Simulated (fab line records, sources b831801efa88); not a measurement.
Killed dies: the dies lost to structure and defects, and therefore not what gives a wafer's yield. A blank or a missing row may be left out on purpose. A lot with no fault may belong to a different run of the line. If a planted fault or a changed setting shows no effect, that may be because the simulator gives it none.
What tool caused it? / flow sky130 / Sampling: 14 lots, 39 wafers, 4 of 708 route steps

== WHAT EACH GAUGE READ, for each wafer ==
SKY_LDD_P_TW_MEAS_11.
lot=L616; measured=day 18 17:54; on=film_metro-03; LDD_P_TW=632 632 633
lot=L617; measured=day 19 02:38; on=film_metro-04; LDD_P_TW=627 625 627
lot=L618; measured=day 19 21:22; on=film_metro-04; LDD_P_TW=628 627 625
lot=L619; measured=day 19 22:07; on=film_metro-01; LDD_P_TW=631 633 634
lot=L620; measured=day 20 12:07; on=film_metro-03; LDD_P_TW=632 635 638
lot=L621; measured=day 21 03:22; on=film_metro-03; LDD_P_TW=632 634 630
lot=L623; measured=day 21 21:49; on=film_metro-03; LDD_P_TW=631 634 631
lot=L625; measured=day 22 11:50; on=film_metro-03; LDD_P_TW=633 633 631
lot=L627; measured=day 23 09:07; on=film_metro-01; LDD_P_TW=631 631 634
lot=L630; measured=day 24 10:58; on=film_metro-01; LDD_P_TW=635 632 634
lot=L636; measured=day 26 07:56; on=film_metro-03; LDD_P_TW=633 629
lot=L637; measured=day 27 02:24; on=film_metro-03; LDD_P_TW=633 634
lot=L638; measured=day 27 03:26; on=film_metro-04; LDD_P_TW=629 629
lot=L639; measured=day 27 13:14; on=film_metro-01; LDD_P_TW=638 635 635

SKY_RES_XHIGH_TW_MEAS_09.
lot=L616; measured=day 26 09:22; on=film_metro-04; RES_XHIGH_TW=1619 1623 1631
lot=L617; measured=day 26 19:08; on=film_metro-03; RES_XHIGH_TW=1620 1620 1630
lot=L618; measured=day 27 13:43; on=film_metro-04; RES_XHIGH_TW=1624 1624 1620
lot=L619; measured=day 27 15:40; on=film_metro-04; RES_XHIGH_TW=1622 1624 1629
lot=L620; measured=day 28 01:25; on=film_metro-04; RES_XHIGH_TW=1619 1622 1618
lot=L621; measured=day 28 15:05; on=film_metro-04; RES_XHIGH_TW=1614 1621 1617
lot=L623; measured=day 29 07:55; on=film_metro-04; RES_XHIGH_TW=1609 1608 1612
lot=L625; measured=day 29 20:34; on=film_metro-03; RES_XHIGH_TW=1635 1636 1635
lot=L627; measured=day 30 17:54; on=film_metro-03; RES_XHIGH_TW=1633 1637 1643
lot=L630; measured=day 31 18:04; on=film_metro-02; RES_XHIGH_TW=1651 1658 1651
lot=L636; measured=day 33 09:29; on=film_metro-03; RES_XHIGH_TW=30 1648
lot=L637; measured=day 34 03:04; on=film_metro-02; RES_XHIGH_TW=30 1647
lot=L638; measured=day 34 04:29; on=film_metro-02; RES_XHIGH_TW=30 1658
lot=L639; measured=day 34 10:43; on=film_metro-03; RES_XHIGH_TW=1632 1643 1627

SKY_SD_N_OVL_MEAS_08.
lot=L616; measured=day 27 15:14; on=overlay-02; SD_N_OVL (nm)=0.4 0.3 -0.4
lot=L617; measured=day 28 00:07; on=overlay-02; SD_N_OVL (nm)=-2.0 1.0 0.6
lot=L618; measured=day 28 18:29; on=overlay-02; SD_N_OVL (nm)=-1.4 -2.9 -1.3
lot=L619; measured=day 28 20:25; on=overlay-01; SD_N_OVL (nm)=-0.5 -0.7 -0.5
lot=L620; measured=day 29 05:40; on=overlay-01; SD_N_OVL (nm)=3.2 1.5 2.4
lot=L621; measured=day 29 19:04; on=overlay-02; SD_N_OVL (nm)=-1.0 -2.1 -2.0
lot=L623; measured=day 30 12:44; on=overlay-01; SD_N_OVL (nm)=-1.5 -0.6 0.0
lot=L625; measured=day 31 00:13; on=overlay-02; SD_N_OVL (nm)=-0.6 0.4 -0.9
lot=L627; measured=day 31 20:53; on=overlay-02; SD_N_OVL (nm)=-1.0 -1.4 -1.6
lot=L630; measured=day 32 20:31; on=overlay-01; SD_N_OVL (nm)=0.8 1.9 0.8
lot=L636; measured=day 34 10:52; on=overlay-01; SD_N_OVL (nm)=0.5 0.9
lot=L637; measured=day 35 05:32; on=overlay-02; SD_N_OVL (nm)=0.6 1.8
lot=L638; measured=day 35 07:25; on=overlay-01; SD_N_OVL (nm)=-0.5 0.2
lot=L639; measured=day 35 13:13; on=overlay-01; SD_N_OVL (nm)=-0.6 1.9 -0.3

== WHICH TOOL RAN EACH LOT (tool, then ch and the chambers of the sampled wafers, then the start) ==
lot=L616; SKY_RES_XHIGH_DEVELOP_06=litho_track-04 ch 0, day 26 08:59
lot=L617; SKY_RES_XHIGH_DEVELOP_06=litho_track-01 ch 0, day 26 18:44
lot=L618; SKY_RES_XHIGH_DEVELOP_06=litho_track-01 ch 0, day 27 13:20
lot=L619; SKY_RES_XHIGH_DEVELOP_06=litho_track-04 ch 0, day 27 15:16
lot=L620; SKY_RES_XHIGH_DEVELOP_06=litho_track-02 ch 0, day 28 01:02
lot=L621; SKY_RES_XHIGH_DEVELOP_06=litho_track-01 ch 0, day 28 14:41
lot=L623; SKY_RES_XHIGH_DEVELOP_06=litho_track-02 ch 0, day 29 07:31
lot=L625; SKY_RES_XHIGH_DEVELOP_06=litho_track-04 ch 0, day 29 20:10
lot=L627; SKY_RES_XHIGH_DEVELOP_06=litho_track-01 ch 0, day 30 17:31
lot=L630; SKY_RES_XHIGH_DEVELOP_06=litho_track-02 ch 0, day 31 17:40
lot=L636; SKY_RES_XHIGH_DEVELOP_06=litho_track-02 ch 0, day 33 09:07
lot=L637; SKY_RES_XHIGH_DEVELOP_06=litho_track-02 ch 0, day 34 02:41
lot=L638; SKY_RES_XHIGH_DEVELOP_06=litho_track-02 ch 0, day 34 04:07
lot=L639; SKY_RES_XHIGH_DEVELOP_06=litho_track-04 ch 0, day 34 10:19
- SKY_RES_XHIGH_DEVELOP_06: develop time 60 s.

== WHAT THE TOOLS THEMSELVES READ (means of the sampled wafers that have a number; where no wafer has one, the mark that the record gives instead) ==
The record holds no such reading with a usual standard deviation.

== THE ANSWER, worked out from the rows above alone ==
Rule: what is usual is taken from the lots themselves. Put in order of their means at a reading, lots are off if they are a third of the lots or fewer, leave a main group of 4 or more, and stand apart from it by a gap of 3 or more times the standard deviation of the main group's means; of several such gaps the widest counts. Not used: any main group whose means are identical at the precision the tables above print for the reading. Also off: a lot with no number at a reading for which 4 or more lots have one. Where the step has rows for the other lots, those lots are counted as sound. The gauges are gone through in route order, then the tools' own readings, and for those a lot's mean is taken as printed above. The first step at which some lot is off is used, and at that step the reading that is off furthest; a lot without a number counts as furthest.
Off: at SKY_RES_XHIGH_TW_MEAS_09 (RES_XHIGH_TW), L636, L637, L638. Mean 1627 and standard deviation 11 in the main group.
A tool fits if, at a process step before that reading, it ran every lot that is off, and no sound lot after the first of them. Those tools and the gauges at SKY_RES_XHIGH_TW_MEAS_09 are tried in the same way. One fits: SKY_RES_XHIGH_DEVELOP_06 on litho_track-02. A fault onset in the window from L630 (day 31 17:40, its last sound lot) to L636 (day 33 09:07, its first lot off) fits.

== WHAT HAD BEEN PUT IN BY THE SIMULATOR ==
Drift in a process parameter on litho_track-02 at SKY_RES_XHIGH_DEVELOP_06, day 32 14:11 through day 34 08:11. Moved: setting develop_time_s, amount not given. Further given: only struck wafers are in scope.
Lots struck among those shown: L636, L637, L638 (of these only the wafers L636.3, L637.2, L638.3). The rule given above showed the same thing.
